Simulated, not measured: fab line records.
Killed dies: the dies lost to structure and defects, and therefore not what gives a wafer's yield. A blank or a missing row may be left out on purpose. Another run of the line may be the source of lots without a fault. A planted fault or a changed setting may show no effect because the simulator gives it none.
Matching of chambers || flow sky130 || cmp-01 running SKY_VIA1_CMP_24: 4 sister chambers
The step polishes, stops on SiO2, t overpolish 15 s, target thk 0 nm. 16 wafers are shown with their chamber, then 8 later ones without.

WAFERS PAIRED WITH THEIR CHAMBERS
{"wafer": "L924.3", "chamber": 2, "motor current A (A)": 11.7, "time to endpoint s (s)": 65, "overpolish run s (s)": 14.989}
{"wafer": "L924.5", "chamber": 1, "motor current A (A)": 12.2, "time to endpoint s (s)": 65, "overpolish run s (s)": 15.001}
{"wafer": "L924.6", "chamber": 2, "motor current A (A)": 11.0, "time to endpoint s (s)": 62, "overpolish run s (s)": 14.996}
{"wafer": "L923.1", "chamber": 0, "motor current A (A)": 10.0, "time to endpoint s (s)": 67, "overpolish run s (s)": 15.005}
{"wafer": "L923.2", "chamber": 3, "motor current A (A)": 9.4, "time to endpoint s (s)": 64, "overpolish run s (s)": 15.021}
{"wafer": "L923.5", "chamber": 3, "motor current A (A)": 9.9, "time to endpoint s (s)": 64, "overpolish run s (s)": 14.999}
{"wafer": "L925.1", "chamber": 2, "motor current A (A)": 11.5, "time to endpoint s (s)": 64, "overpolish run s (s)": 14.985}
{"wafer": "L925.3", "chamber": 0, "motor current A (A)": 10.1, "time to endpoint s (s)": 69, "overpolish run s (s)": 15.015}
{"wafer": "L925.4", "chamber": 3, "motor current A (A)": 9.2, "time to endpoint s (s)": 65, "overpolish run s (s)": 14.990}
{"wafer": "L928.4", "chamber": 2, "motor current A (A)": 11.7, "time to endpoint s (s)": 64, "overpolish run s (s)": 15.016}
{"wafer": "L928.5", "chamber": 3, "motor current A (A)": 9.7, "time to endpoint s (s)": 67, "overpolish run s (s)": 15.007}
{"wafer": "L928.6", "chamber": 0, "motor current A (A)": 10.4, "time to endpoint s (s)": 68, "overpolish run s (s)": 14.999}
{"wafer": "L934.3", "chamber": 2, "motor current A (A)": 11.9, "time to endpoint s (s)": 67, "overpolish run s (s)": 15.011}
{"wafer": "L934.4", "chamber": 0, "motor current A (A)": 10.2, "time to endpoint s (s)": 72, "overpolish run s (s)": 14.991}
{"wafer": "L934.6", "chamber": 0, "motor current A (A)": 10.3, "time to endpoint s (s)": 74, "overpolish run s (s)": 15.012}
{"wafer": "L941.4", "chamber": 0, "motor current A (A)": 10.1, "time to endpoint s (s)": 66, "overpolish run s (s)": 14.996}

SIGNATURES, as means of the wafers listed above
{"reading": "motor current A", "chamber 0": 10.183, "chamber 1": 12.200, "chamber 2": 11.560, "chamber 3": 9.550, "scatter within a chamber": 0.269}
{"reading": "time to endpoint s", "chamber 0": 69.33, "chamber 1": 65.00, "chamber 2": 64.40, "chamber 3": 65.00, "scatter within a chamber": 2.35}
{"reading": "overpolish run s", "chamber 0": 15.00300, "chamber 1": 15.00100, "chamber 2": 14.99940, "chamber 3": 15.00425, "scatter within a chamber": 0.0119}
Rule: for a wafer and a chamber, the distance is found by dividing, reading by reading, the gap between the wafer's reading and the chamber's mean by the reading's scatter, squaring, summing and taking the root. The wafer belongs to the nearest chamber; if the next one is less than 2 further off, it can't be placed. The scatter: the root of (the sum of the squares of (reading less its chamber's mean) over the shown wafers, divided by (wafers less chambers)).

WAFERS WHOSE CHAMBER IS MISSING
{"wafer": "L941.5", "motor current A (A)": 10.2, "time to endpoint s (s)": 67, "overpolish run s (s)": 14.992}
{"wafer": "L941.6", "motor current A (A)": 9.6, "time to endpoint s (s)": 66, "overpolish run s (s)": 14.987}
{"wafer": "L942.3", "motor current A (A)": 12.5, "time to endpoint s (s)": 64, "overpolish run s (s)": 14.996}
{"wafer": "L942.5", "motor current A (A)": 9.6, "time to endpoint s (s)": 60, "overpolish run s (s)": 15.002}
{"wafer": "L942.6", "motor current A (A)": 10.8, "time to endpoint s (s)": 68, "overpolish run s (s)": 14.990}
{"wafer": "L945.1", "motor current A (A)": 10.1, "time to endpoint s (s)": 66, "overpolish run s (s)": 15.022}
{"wafer": "L945.2", "motor current A (A)": 11.8, "time to endpoint s (s)": 59, "overpolish run s (s)": 15.020}
{"wafer": "L945.4", "motor current A (A)": 12.5, "time to endpoint s (s)": 66, "overpolish run s (s)": 14.992}

EACH ONE'S CHAMBER
{"wafer": "L941.5", "from the rows above": "can't be placed: 0 or 3", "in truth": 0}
{"wafer": "L941.6", "from the rows above": "can't be placed: 3 or 0", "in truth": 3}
{"wafer": "L942.3", "from the rows above": 1, "in truth": 1}
{"wafer": "L942.5", "from the rows above": 3, "in truth": 3}
{"wafer": "L942.6", "from the rows above": "can't be placed: 0 or 2", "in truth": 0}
{"wafer": "L945.1", "from the rows above": "can't be placed: 0 or 3", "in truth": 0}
{"wafer": "L945.2", "from the rows above": "can't be placed: 2 or 1", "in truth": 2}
{"wafer": "L945.4", "from the rows above": 1, "in truth": 1}
Correctly placed: 3 of 8. Not placeable from these rows: 5 (in 5, the candidates include the true chamber). Placed wrongly: 0.
